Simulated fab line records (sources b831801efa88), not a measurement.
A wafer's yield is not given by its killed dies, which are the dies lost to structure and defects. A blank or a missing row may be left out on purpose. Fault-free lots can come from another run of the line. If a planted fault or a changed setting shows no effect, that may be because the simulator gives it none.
A struck lot beside a sound one || flow sky130 || 14 out of 708 route steps
Sound: these wafers, L522.1, L522.2, L522.4. Wafers struck: L539.3, L539.4, L539.6. At the end, the cause is stated.
Order at every step that has rows: each side's tool, ch and its chambers, its first start. Under that, the readings that differ: sound wafers || struck wafers || difference of the means || sigmas: that difference in standard deviations of wafers without a fault.
alike: readings whose means differ by less than 2 such deviations, and words and numbers that are the same on both sides. not compared: withheld readings, readings that some wafer has no value for, bounds like >300 that may hide the same value, and numbers for which the record gives no deviation and whose values overlap.
Wherever a step has rows on one side only, a row that says differs or no value, or a row with sigmas, the two part there. Non-overlapping numbers with no deviation appear without sigmas and do not part them. A reading that every wafer of one side lacks parts them only if that side has two wafers or more.

first, 1 step without rows for these wafers: SKY_SONOS_ONO_WET_ETCH_16 (etches SiO2 in dHF, target depth 14 nm, time 280 s).
SKY_SONOS_ONO_STRIP_17: strips in O2/N2.
  sound on plasmaAsher-01 ch 0,1, day 14 14:16; struck on plasmaAsher-03 ch 0,1, day 19 17:17
  alike: drypumpMotorCurrentA, oesProductAu, stripTimeToEndpointS
  not compared: rfHoursCounterH
then, 3 steps without rows for these wafers: SKY_SONOS_ONO_WET_ETCH_18 (etches Si3N4 in H3PO4, target depth 15 nm, time 172 s); SKY_GATE_OXIDE_CLEAN_00 (cleans in SC1/SC2, time 150 s); SKY_GATE_OXIDE_OXIDATION_01 (stabilise 600 s, purge 300 s, target thk 10.268 nm).
SKY_GATE_OXIDE_THK_MEAS_02:
  sound on filmMetro-01 at day 14 17:55; struck on filmMetro-02 at day 19 18:56
  alike: GATE_OXIDE_OXIDATION_00_THK
then, 6 steps without rows for these wafers: SKY_GATE_OXIDE_DEHYDRATE_03 (time 60 s); SKY_GATE_OXIDE_HMDS_04 (prime time 60 s); SKY_GATE_OXIDE_COAT_05 (resist thk 1140 nm); SKY_GATE_OXIDE_SOFTBAKE_06 (time 60 s); SKY_GATE_OXIDE_EXPOSE_07 (exposes mask LVOM, target cd 600 nm); SKY_GATE_OXIDE_PEB_08.
SKY_GATE_OXIDE_DEVELOP_09: develop time 60 s.
  struck on lithoTrack-01, day 21 01:26; sound on lithoTrack-04 ch 0, day 15 20:32
  no value came back on the struck wafers for chillPlateTempC (C), developTimeS (s); on the sound wafers chillPlateTempC (C) reads 22.85 22.98 22.87
SKY_GATE_OXIDE_OVL_MEAS_10:
  sound on overlay-02 at day 15 20:41; struck on overlay-02 at day 21 01:34
{"reading": "GATE_OXIDE_OVL (nm)", "sound": "-1.4 -1.0 -0.9", "struck": "- - -", "difference": "no value on the struck wafers", "sigmas": ""}

## WHERE THEY PART
At SKY_GATE_OXIDE_DEVELOP_09 first; at SKY_GATE_OXIDE_OVL_MEAS_10 last (within this record only).

WHY: whatever the simulator had introduced
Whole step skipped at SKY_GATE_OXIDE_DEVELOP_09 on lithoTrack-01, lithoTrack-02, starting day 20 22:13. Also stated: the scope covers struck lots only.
